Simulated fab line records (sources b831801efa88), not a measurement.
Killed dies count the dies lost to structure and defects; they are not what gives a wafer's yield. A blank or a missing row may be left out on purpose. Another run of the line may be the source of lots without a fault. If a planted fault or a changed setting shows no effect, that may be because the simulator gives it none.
Chamber matching :: flow gf180mcu :: cmp-01 running GF_V3_CMP_26: 4 sister chambers
The step polishes, stops on SiO2, t overpolish 15 s, target thk 0 nm. 14 wafers are shown with their chamber, then 7 later ones without.

EACH WAFER AND ITS CHAMBER
wafer: L915.1
chamber: 2
motor_current_A (A): 12.0
time_to_endpoint_s (s): 84
overpolish_run_s (s): 14.996

wafer: L915.2
chamber: 3
motor_current_A (A): 11.7
time_to_endpoint_s (s): 84
overpolish_run_s (s): 15.011

wafer: L915.4
chamber: 0
motor_current_A (A): 12.4
time_to_endpoint_s (s): 85
overpolish_run_s (s): 15.002

wafer: L916.1
chamber: 3
motor_current_A (A): 12.1
time_to_endpoint_s (s): 79
overpolish_run_s (s): 14.987

wafer: L916.3
chamber: 0
motor_current_A (A): 12.7
time_to_endpoint_s (s): 88
overpolish_run_s (s): 14.990

wafer: L916.5
chamber: 2
motor_current_A (A): 11.8
time_to_endpoint_s (s): 88
overpolish_run_s (s): 15.006

wafer: L930.2
chamber: 2
motor_current_A (A): 11.1
time_to_endpoint_s (s): 85
overpolish_run_s (s): 15.001

wafer: L930.5
chamber: 0
motor_current_A (A): 12.3
time_to_endpoint_s (s): 84
overpolish_run_s (s): 14.992

wafer: L930.6
chamber: 1
motor_current_A (A): 13.0
time_to_endpoint_s (s): 87
overpolish_run_s (s): 14.979

wafer: L931.1
chamber: 1
motor_current_A (A): 12.8
time_to_endpoint_s (s): 85
overpolish_run_s (s): 15.011

wafer: L931.4
chamber: 3
motor_current_A (A): 13.0
time_to_endpoint_s (s): 81
overpolish_run_s (s): 14.989

wafer: L931.5
chamber: 1
motor_current_A (A): 12.7
time_to_endpoint_s (s): 82
overpolish_run_s (s): 15.004

wafer: L935.3
chamber: 2
motor_current_A (A): 11.2
time_to_endpoint_s (s): 84
overpolish_run_s (s): 14.995

wafer: L935.4
chamber: 1
motor_current_A (A): 12.8
time_to_endpoint_s (s): 89
overpolish_run_s (s): 15.005

SIGNATURES (averages over the wafers above)
reading: motor_current_A
chamber 0: 12.467
chamber 1: 12.825
chamber 2: 11.525
chamber 3: 12.267
scatter within a chamber: 0.401

reading: time_to_endpoint_s
chamber 0: 85.67
chamber 1: 85.75
chamber 2: 85.25
chamber 3: 81.33
scatter within a chamber: 2.43

reading: overpolish_run_s
chamber 0: 14.99467
chamber 1: 14.99975
chamber 2: 14.99950
chamber 3: 14.99567
scatter within a chamber: 0.0106
Rule: a wafer's distance from a chamber is the root of the sum, over the readings, of the square of ((its reading less the chamber's mean) divided by the reading's scatter). If the next closest chamber is less than 2 further off than the closest, the wafer can't be placed; otherwise it belongs to the closest. The scatter: take each reading less its chamber's mean, square it, sum over the shown wafers, divide by the number of wafers less the number of chambers, and take the root.

WAFERS WHOSE CHAMBER IS MISSING
wafer: L935.6
motor_current_A (A): 13.3
time_to_endpoint_s (s): 88
overpolish_run_s (s): 15.002

wafer: L936.2
motor_current_A (A): 11.3
time_to_endpoint_s (s): 83
overpolish_run_s (s): 15.006

wafer: L936.4
motor_current_A (A): 13.7
time_to_endpoint_s (s): 80
overpolish_run_s (s): 14.997

wafer: L936.6
motor_current_A (A): 12.4
time_to_endpoint_s (s): 83
overpolish_run_s (s): 15.000

wafer: L937.2
motor_current_A (A): 13.0
time_to_endpoint_s (s): 83
overpolish_run_s (s): 15.007

wafer: L937.5
motor_current_A (A): 11.6
time_to_endpoint_s (s): 88
overpolish_run_s (s): 15.001

wafer: L937.6
motor_current_A (A): 13.7
time_to_endpoint_s (s): 88
overpolish_run_s (s): 14.995

WHICH CHAMBER EACH ONE RAN IN
wafer: L935.6
from the rows above: can't be placed: 1 or 0
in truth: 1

wafer: L936.2
from the rows above: can't be placed: 2 or 3
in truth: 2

wafer: L936.4
from the rows above: can't be placed: 1 or 3 or 0
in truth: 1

wafer: L936.6
from the rows above: can't be placed: 3 or 0 or 1 or 2
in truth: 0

wafer: L937.2
from the rows above: can't be placed: 1 or 0 or 3
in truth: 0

wafer: L937.5
from the rows above: can't be placed: 2 or 0
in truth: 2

wafer: L937.6
from the rows above: can't be placed: 1 or 0
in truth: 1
Correct placement for 0 of the 7. Cannot be placed on the basis of these rows: 7; the candidates contain the true chamber in 7. Placed wrongly: 0.
